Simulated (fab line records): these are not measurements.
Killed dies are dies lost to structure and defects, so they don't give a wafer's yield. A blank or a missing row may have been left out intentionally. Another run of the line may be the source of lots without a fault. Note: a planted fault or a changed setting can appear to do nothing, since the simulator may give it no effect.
Matching of chambers + flow sky130 + SKY_FIELD_ISO_ETCH_17 on rieSi-01: 4 sister chambers
The step etches Si in HBr/Cl2/O2, target depth 342 nm, time 97.7 s. 22 wafers are shown with their chamber, then 11 later ones without.

== WAFERS WITH THEIR CHAMBER ==
| wafer  | chamber | drypumpMotorCurrentA (A) | throttleValvePct (%) | oesProductAu (a.u.) |
|--------|---------|--------------------------|----------------------|---------------------|
| L611.2 | 2       | 5.96                     | 25.658               | 0.994               |
| L611.4 | 1       | 5.82                     | 25.654               | 1.007               |
| L611.5 | 1       | 5.86                     | 25.662               | 0.994               |
| L614.1 | 1       | 5.90                     | 25.655               | 1.002               |
| L614.3 | 2       | 5.95                     | 25.666               | 1.001               |
| L614.6 | 0       | 5.48                     | 25.650               | 1.007               |
| L615.1 | 1       | 5.84                     | 25.650               | 0.996               |
| L615.2 | 0       | 5.47                     | 25.642               | 1.013               |
| L615.5 | 0       | 5.47                     | 25.646               | 0.998               |
| L617.1 | 0       | 5.45                     | 25.646               | 1.011               |
| L617.4 | 2       | 5.95                     | 25.653               | 0.999               |
| L617.6 | 0       | 5.46                     | 25.660               | 0.996               |
| L621.2 | 2       | 5.96                     | 25.677               | 0.988               |
| L621.5 | 1       | 5.84                     | 25.658               | 0.994               |
| L621.6 | 2       | 5.95                     | 25.664               | 0.990               |
| L623.1 | 0       | 5.48                     | 25.659               | 0.998               |
| L623.5 | 3       | 6.25                     | 25.655               | 1.000               |
| L623.6 | 2       | 5.93                     | 25.672               | 0.995               |
| L624.1 | 3       | 6.26                     | 25.649               | 0.994               |
| L624.2 | 2       | 5.93                     | 25.655               | 0.997               |
| L624.6 | 0       | 5.47                     | 25.656               | 1.006               |
| L625.1 | 0       | 5.46                     | 25.650               | 1.007               |

SIGNATURES (means of the wafers above)
| reading              | chamber 0 | chamber 1 | chamber 2 | chamber 3 | scatter within a chamber |
|----------------------|-----------|-----------|-----------|-----------|--------------------------|
| drypumpMotorCurrentA | 5.4675    | 5.8520    | 5.9471    | 6.2550    | 0.0174                   |
| throttleValvePct     | 25.65113  | 25.65580  | 25.66357  | 25.65200  | 0.00697                  |
| oesProductAu         | 1.00450   | 0.99860   | 0.99486   | 0.99700   | 0.00561                  |
Rule: for each reading, subtract the chamber's mean from the wafer's reading, divide by that reading's scatter and square the result; add these up over the readings and take the root, which gives the wafer's distance from the chamber. The wafer belongs to the nearest chamber; if the next one is less than 2 further off, it can't be placed. The scatter: the root of (the sum of the squares of (reading less its chamber's mean) over the shown wafers, divided by (wafers less chambers)).

== WAFERS WITHOUT THEIR CHAMBER ==
| wafer  | drypumpMotorCurrentA (A) | throttleValvePct (%) | oesProductAu (a.u.) |
|--------|--------------------------|----------------------|---------------------|
| L625.4 | 6.29                     | 25.655               | 0.994               |
| L625.6 | 5.89                     | 25.657               | 0.986               |
| L626.1 | 5.46                     | 25.660               | 1.014               |
| L626.3 | 5.88                     | 25.674               | 0.990               |
| L626.4 | 6.26                     | 25.646               | 0.997               |
| L629.1 | 6.28                     | 25.658               | 1.001               |
| L629.5 | 6.31                     | 25.669               | 1.005               |
| L629.6 | 5.92                     | 25.658               | 1.003               |
| L632.1 | 5.45                     | 25.653               | 1.007               |
| L632.3 | 6.28                     | 25.651               | 1.008               |
| L632.5 | 5.45                     | 25.651               | 1.004               |

== WHICH CHAMBER EACH WENT THROUGH ==
| wafer  | from the rows above     | in truth |
|--------|-------------------------|----------|
| L625.4 | 3                       | 3        |
| L625.6 | can't be placed: 1 or 2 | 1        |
| L626.1 | 0                       | 0        |
| L626.3 | can't be placed: 1 or 2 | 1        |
| L626.4 | 3                       | 3        |
| L629.1 | 3                       | 3        |
| L629.5 | 3                       | 3        |
| L629.6 | can't be placed: 2 or 1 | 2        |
| L632.1 | 0                       | 0        |
| L632.3 | 3                       | 3        |
| L632.5 | 0                       | 0        |
Placed correctly: 8 of 11. From these rows, 3 cannot be placed; in 3 the true chamber is one of the candidates. Number placed wrongly: 0.
